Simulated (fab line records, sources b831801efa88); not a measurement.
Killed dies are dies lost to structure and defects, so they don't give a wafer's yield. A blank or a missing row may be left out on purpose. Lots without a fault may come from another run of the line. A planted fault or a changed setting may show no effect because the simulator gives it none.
fab line records | flow gf180mcu
record lots=6 wafers=17 last_day=33
route steps=602 shown PSD@258 NSD@262 SAB@264
lots that met no fault: from a run of the same line without faults
start_h: hours from the record's first day to the start of the lot's first wafer shown | wait_h: hours since the lot's step before | " the same as in the row above | L1.1+2: a row that stands for several wafers | - no value, or no start given | * or withheld: withheld | < > ~ a bound
route shown NAME@n: a module of which the file shows steps, and the number in the route of the first | usual: mean/standard deviation of fault-free wafers | same: alike in all rows | chamber/n: place in a boat | sites: the reading at each site | _std_site: their standard deviation | _edge_site: outer sites' mean less inner sites' | radius_mm: how far each site lies from the wafer's centre | mask NAME#n: copy n | behind: the tool/chamber that last shaped the wafer | hold: why the lot was held/for how many hours/how that ended | device: the transistor (n, p or np) that didn't switch | end of line: the same wafers' tests at the end of the route | a step without rows: its recipe alone | killed: dies lost to structure and defects at the first sort, not the wafer's yield | map: a wafer's dies, x killed, . not, _ none there
set.NAME: the setting as run; set.NAME@STEP: as run at that earlier step | model.NAME: the simulator's own value behind a step, which no gauge read
lots at some steps of the route; a table a step, a row a wafer
services: from which hour (start_h, from the record's first day; less than 0 if before it) a tool's chamber was out of use, for how many hours, and why
## steps
# step GF_PSD_STRIP_10
# recipe chemistry=O2/N2 power_w=1400 pressure_mtorr=1500 platen_temp_c=250 o2_flow_sccm=3000 n2_flow_sccm=300 overash_fraction=0.5
# usual drypump_motor_current_A=5.9/0.45 heater_power_w=334/15 oes_product_au=0.592/0.0048 platen_temp_c=250.03/0.18 strip_time_to_endpoint_s=16.54/0.035
# columns lot.wafer tool chamber start_h wait_h drypump_motor_current_A heater_power_w oes_product_au platen_temp_c rf_hours_counter_h strip_time_to_endpoint_s
L727.1 plasma_asher-01 1 329.19 0.1 5.6 314 0.598 250.33 67 16.45
L727.2 " 0 " " 6.4 340 0.590 249.71 67 16.45
L727.5 " 1 " " 5.6 325 0.586 249.95 - 16.50
L735.1 plasma_asher-04 0 386.99 0.1 5.5 340 0.594 250.01 73 16.58
L735.3 " 0 " " 5.5 335 0.589 249.95 - 16.57
L735.6 " 1 " " 6.2 357 0.588 250.16 - 16.59
L736.3 plasma_asher-04 0 400.93 0.1 5.5 340 0.592 249.89 - 16.58
L736.5 " 0 " " 5.5 331 0.589 250.13 - 16.60
L736.6 " 1 " " 6.2 353 0.591 250.16 - 16.58
L741.1 plasma_asher-03 1 441.64 0.1 6.5 345 0.594 250.27 67 16.57
L741.2 " 0 " " 5.3 323 0.591 250.10 67 16.53
L741.6 " 1 " " 6.5 339 0.597 250.16 - 16.51
L743.1 plasma_asher-01 0 459.39 0.1 6.3 319 0.591 250.12 3 16.56
L743.4 " 0 " " 6.3 327 0.592 249.81 - 16.57
L743.6 " 1 " " 5.6 323 0.588 249.88 - 16.53
L744.2 plasma_asher-03 0 467.36 0.1 5.3 318 0.587 249.76 69 16.53
L744.4 " 0 " " 5.4 317 0.596 250.17 - 16.56
# step GF_PSD_TW_MEAS_11
# usual PSD_TW=3188/26
# columns lot.wafer tool chamber start_h wait_h PSD_TW
L727.1 film_metro-01 - 329.29 0.1 3200
L727.2 " - " " 3196
L727.5 " - " " 3206
L735.1 film_metro-01 - 387.15 0.1 3207
L735.3 " - " " 3208
L735.6 " - " " 3233
L736.3 film_metro-01 - 401.01 0.1 3218
L736.5 " - " " 3247
L736.6 " - " " 3228
L741.1 film_metro-02 - 441.74 0.1 3164
L741.2 " - " " 3166
L741.6 " - " " 3167
L743.1 film_metro-03 - 459.49 0.1 3176
L743.4 " - " " 3175
L743.6 " - " " 3173
L744.2 film_metro-02 - 467.47 0.1 3164
L744.4 " - " " 3184
# step GF_PSD_CLEAN_12
# recipe chemistry=SC1/SC2 mix=1:4:20 temp_c=70 time_s=150 dry=n2_spin
# step GF_PSD_RTA_13
# recipe temp_c=1025 time_s=20 ambient=N2
# usual lamp_power_pct=28.9/1.5 wafer_temp_C_max=1030.6/2
# columns lot.wafer tool chamber start_h wait_h lamp_power_pct wafer_temp_C_max
L727.1 rtp_anneal-02 0 329.40 0.0 27.5 1029.1
L727.2 " 0 " " 27.5 1031.3
L727.5 " 0 " " 27.5 1028.3
L735.1 rtp_anneal-01 0 387.27 0.0 30.5 1033.3
L735.3 " 0 " " 30.6 1034.0
L735.6 " 0 " " 30.6 1032.2
L736.3 rtp_anneal-02 0 401.16 0.1 27.5 1029.1
L736.5 " 0 " " 27.5 1028.3
L736.6 " 0 " " 27.5 1029.1
L741.1 rtp_anneal-01 0 441.85 0.0 30.6 1034.3
L741.2 " 0 " " 30.5 1031.6
L741.6 " 0 " " 30.6 1030.7
L743.1 rtp_anneal-02 0 459.60 0.0 27.5 1028.2
L743.4 " 0 " " 27.5 1029.3
L743.6 " 0 " " 27.5 1028.1
L744.2 rtp_anneal-01 0 467.59 0.0 30.6 1032.3
L744.4 " 0 " " 30.6 1033.3
# step GF_PSD_RS_MEAS_14
# recipe thk_meas_gauge=four-point-probe
# usual NSD_RS=46.12/0.083
# columns lot.wafer tool chamber start_h wait_h NSD_RS[ohm/sq]
L727.1 film_metro-02 - 329.49 0.1 46.16
L727.2 " - " " 46.08
L727.5 " - " " 46.09
L735.1 film_metro-01 - 387.35 0.1 46.08
L735.3 " - " " 46.07
L735.6 " - " " 46.13
L736.3 film_metro-02 - 401.31 0.1 46.00
L736.5 " - " " 45.99
L736.6 " - " " 46.06
L741.1 film_metro-02 - 441.94 0.1 45.94
L741.2 " - " " 46.00
L741.6 " - " " 45.95
L743.1 film_metro-01 - 459.68 0.1 46.27
L743.4 " - " " 46.13
L743.6 " - " " 46.13
L744.2 film_metro-03 - 467.68 0.1 46.16
L744.4 " - " " 46.11
# step GF_PSD_RS_MEAS_15
# recipe thk_meas_gauge=four-point-probe
# usual PSD_RS=108.59/0.3
# columns lot.wafer tool chamber start_h wait_h PSD_RS[ohm/sq]
L727.1 film_metro-02 - 329.61 0.1 108.96
L727.2 " - " " 109.13
L727.5 " - " " 109.07
L735.1 film_metro-01 - 387.47 0.1 108.79
L735.3 " - " " 108.52
L735.6 " - " " 108.08
L736.3 film_metro-02 - 401.43 0.1 108.46
L736.5 " - " " 107.99
L736.6 " - " " 108.04
L741.1 film_metro-02 - 442.06 0.1 108.22
L741.2 " - " " 108.38
L741.6 " - " " 108.57
L743.1 film_metro-01 - 459.80 0.1 108.91
L743.4 " - " " 108.71
L743.6 " - " " 108.79
L744.2 film_metro-03 - 467.80 0.1 108.78
L744.4 " - " " 108.68
# step GF_SAB_CVD_00
# recipe material=SiO2 target_thk_nm=50 precursor=TEOS temp_c=400 time_s=4.9302 rf_w=600
# usual heater_power_w=587/110
# columns lot.wafer tool chamber start_h wait_h heater_power_w
L727.1 pecvd-04 1 329.73 0.1 645
L727.2 " 0 " " 799
L727.5 " 2 " " 596
L735.1 pecvd-02 0 387.59 0.1 646
L735.3 " 2 " " 578
L735.6 " 1 " " 380
L736.3 pecvd-01 2 401.51 0.1 530
L736.5 " 2 " " 541
L736.6 " 1 " " 746
L741.1 pecvd-01 2 442.18 0.1 545
L741.2 " 0 " " 461
L741.6 " 2 " " 554
L743.1 pecvd-02 2 459.92 0.1 653
L743.4 " 1 " " 359
L743.6 " 2 " " 499
L744.2 pecvd-04 1 467.90 0.1 687
L744.4 " 1 " " 668
# step GF_SAB_THK_MEAS_01
# recipe reads=SiO2_of_SAB_CVD_00
# usual SAB_CVD_00_THK=50.0/0.63
# columns lot.wafer tool chamber start_h wait_h SAB_CVD_00_THK[nm]
L727.1 film_metro-01 - 329.75 0.0 50.4
L727.2 " - " " 49.2
L727.5 " - " " 50.8
L735.1 film_metro-03 - 387.61 0.0 49.3
L735.3 " - " " 48.6
L735.6 " - " " 50.3
L736.3 film_metro-03 - 401.55 0.0 49.3
L736.5 " - " " 49.2
L736.6 " - " " 50.2
L741.1 film_metro-01 - 442.19 0.0 50.2
L741.2 " - " " 50.4
L741.6 " - " " 51.0
L743.1 film_metro-04 - 459.95 0.0 48.9
L743.4 " - " " 50.5
L743.6 " - " " 50.3
L744.2 film_metro-04 - 467.93 0.0 50.2
L744.4 " - " " 50.9
# step GF_SAB_DEHYDRATE_02
# recipe temp_c=200 time_s=60
# step GF_SAB_HMDS_03
# recipe prime_time_s=60 prime_temp_c=120
# step GF_SAB_COAT_04
# recipe resist=NOVOLAK spin_rpm=3000 resist_thk_nm=1000
# step GF_SAB_SOFTBAKE_05
# recipe temp_c=90 time_s=60 resist=NOVOLAK
# step GF_SAB_EXPOSE_06
# recipe mask_id=SAB target_cd_nm=420 na=0.6 source_shape=conventional sigma_outer=0.6 dose_mj=140
# usual exposure_dose_mJ_cm2=139.97/0.17
# columns lot.wafer tool chamber start_h wait_h mask exposure_dose_mJ_cm2
L727.1 iline_stepper-02 0 340.29 - SAB#0 139.85
L727.2 " 0 " " SAB#0 139.99
L727.5 " 0 " " SAB#0 140.03
L735.1 iline_stepper-02 0 398.56 - SAB#0 139.88
L735.3 " 0 " " SAB#0 139.98
L735.6 " 0 " " SAB#0 139.98
L736.3 iline_stepper-02 0 412.58 - SAB#0 140.11
L736.5 " 0 " " SAB#0 140.18
L736.6 " 0 " " SAB#0 139.97
L741.1 iline_stepper-01 0 454.59 - SAB#0 139.64
L741.2 " 0 " " SAB#0 139.79
L741.6 " 0 " " SAB#0 139.70
L743.1 iline_stepper-01 0 471.39 - SAB#0 139.99
L743.4 " 0 " " SAB#0 140.25
L743.6 " 0 " " SAB#0 140.33
L744.2 iline_stepper-01 0 480.21 - SAB#0 139.62
L744.4 " 0 " " SAB#0 140.08
# step GF_SAB_PEB_07
# recipe temp_c=withheld time_s=* resist=NOVOLAK
# step GF_SAB_DEVELOP_08
# recipe develop_time_s=60 dev_temp_c=23
# step GF_SAB_CD_MEAS_09
# recipe target_cd_nm=420
# usual cd_nm=420.1/2.5
# columns lot.wafer tool chamber start_h wait_h cd_nm
L727.1 cd_sem-01 - 350.94 0.1 425.3
L727.2 " - " " 425.9
L727.5 " - " " 424.9
L735.1 cd_sem-02 - 409.09 0.1 423.4
L735.3 " - " " 422.1
L735.6 " - " " 423.5
L736.3 cd_sem-01 - 423.38 0.1 423.9
L736.5 " - " " 422.9
L736.6 " - " " 422.9
L741.1 cd_sem-02 - 465.99 0.1 420.8
L741.2 " - " " 418.7
L741.6 " - " " 418.3
L743.1 cd_sem-01 - 483.94 0.1 308.4
L743.4 " - " " 418.9
L743.6 " - " " 419.4
L744.2 cd_sem-01 - 491.96 0.1 299.6
L744.4 " - " " 413.9
# step GF_SAB_OVL_MEAS_10
# usual SAB_OVL=-0.9/1.1
# columns lot.wafer tool chamber start_h wait_h SAB_OVL[nm]
L727.1 overlay-01 - 351.06 0.1 -2.0
L727.2 " - " " -0.6
L727.5 " - " " 0.8
L735.1 overlay-02 - 409.21 0.1 -0.4
L735.3 " - " " -1.5
L735.6 " - " " -0.9
L736.3 overlay-02 - 423.47 0.1 -0.1
L736.5 " - " " -1.4
L736.6 " - " " -0.9
L741.1 overlay-01 - 466.11 0.1 -0.4
L741.2 " - " " 0.6
L741.6 " - " " -0.3
L743.1 overlay-02 - 484.06 0.1 0.5
L743.4 " - " " -2.5
L743.6 " - " " -1.2
L744.2 overlay-02 - 492.06 0.1 0.3
L744.4 " - " " -1.4
# step GF_SAB_ETCH_11
# recipe chemistry=C4F8/O2/Ar mask_material=NOVOLAK target=SiO2 target_depth_nm=55 source_w=1500 bias_w=1200 pressure_mtorr=40 c4f8_flow_sccm=withheld O2_flow_sccm=6 Ar_flow_sccm=300 time_s=8.5
# usual oes_product_au=1.002/0.012
# columns lot.wafer tool chamber start_h wait_h oes_product_au rf_hours_counter_h model.SAB.cd_nm
L727.1 rie_diel-01 0 351.09 0.0 0.999 11 424.9
L727.2 " 1 " " 0.987 113 425.6
L727.5 " 1 " " 0.995 - 424.6
L735.1 rie_diel-02 2 409.24 0.0 1.002 15 423.7
L735.3 " 1 " " 1.006 52 422.6
L735.6 " 2 " " 1.012 - 423.9
L736.3 rie_diel-02 3 423.49 0.0 1.016 3 423.8
L736.5 " 2 " " 1.015 - 422.9
L736.6 " 3 " " 1.018 - 422.7
L741.1 rie_diel-02 1 466.14 0.0 1.005 54 420.6
L741.2 " 0 " " 1.016 70 418.5
L741.6 " 1 " " 1.012 - 418.8
L743.1 rie_diel-02 1 484.10 0.0 1.010 54 308.5
L743.4 " 2 " " 0.993 17 418.8
L743.6 " 2 " " 0.989 - 419.6
L744.2 rie_diel-04 2 492.09 0.0 0.994 3 299.6
L744.4 " 1 " " 1.006 - 413.6
# step GF_SAB_WET_ETCH_12
# recipe chemistry=dHF target_depth_nm=22 dry=n2_spin target=SiO2 temp_c=25 dilution=100:1 time_s=440
## services
# columns tool chamber start_h hours kind
rie_diel-02 - 306.25 14.6 pm
rie_diel-04 1 316.33 14.3 repair
iline_stepper-02 - 320.00 1.2 repair
rie_diel-02 3 335.26 1.7 repair
pecvd-01 1 342.44 19.9 repair
iline_stepper-02 - 349.88 1.7 pm
iline_stepper-02 0 361.64 - calibration
iline_stepper-01 0 366.62 - calibration
pecvd-01 - 368.88 14.0 pm
pecvd-01 0 368.88 14.0 vent_cycle
pecvd-01 1 373.55 6.5 repair
pecvd-02 1 379.75 2.3 repair
rie_diel-04 3 384.56 1.7 repair
pecvd-01 - 388.40 0.7 repair
pecvd-04 1 390.34 8.4 repair
iline_stepper-02 - 414.08 2.1 pm
iline_stepper-02 - 416.16 - consumable_replace:lamp
plasma_asher-01 - 421.25 9.0 pm
rie_diel-01 - 445.65 0.2 repair
iline_stepper-01 - 450.71 1.7 pm
pecvd-02 0 451.09 30.7 repair
pecvd-01 - 454.15 14.6 pm
plasma_asher-01 - 459.89 1.4 repair
plasma_asher-04 - 488.32 12.6 repair
## key
first_sign step=GF_SAB_CD_MEAS_09 reading=cd_nm direction=down sigmas=46 usual=420.1 struck=304.0
effect none on later readings
model_effect step=GF_SAB_ETCH_11 value=SAB.cd_nm without=418.5 struck=304
met_at GF_SAB_EXPOSE_06
struck_wafers L743.1,L744.2
later_rows_left_out L743.1,L744.2
sort_left_out L743.1,L744.2
tester_left_out L743,L744
onset_between 454.59 471.39
fault kind=process_parameter_drift tool=iline_stepper-01 chamber=- onset_h=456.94 steps=GF_SAB_EXPOSE_06 channel=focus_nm offset=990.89 shape=step end_h=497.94 scope=struck_wafers_only
# tester_left_out: of these lots the tester's yield and bins aren't shown, on N5 and GAA mostly nor the transistor test; their killed dies are dies lost to structure and defects alone, not to doping, threshold or leakage, so they don't give the yield
# sort_left_out: the simulated sort isn't trusted on such a fault, so these wafers' sort isn't shown, and their yield isn't known
# later_rows_left_out: the simulator's readings of these wafers behind a module that went badly wrong aren't trusted and aren't shown, but for the sort
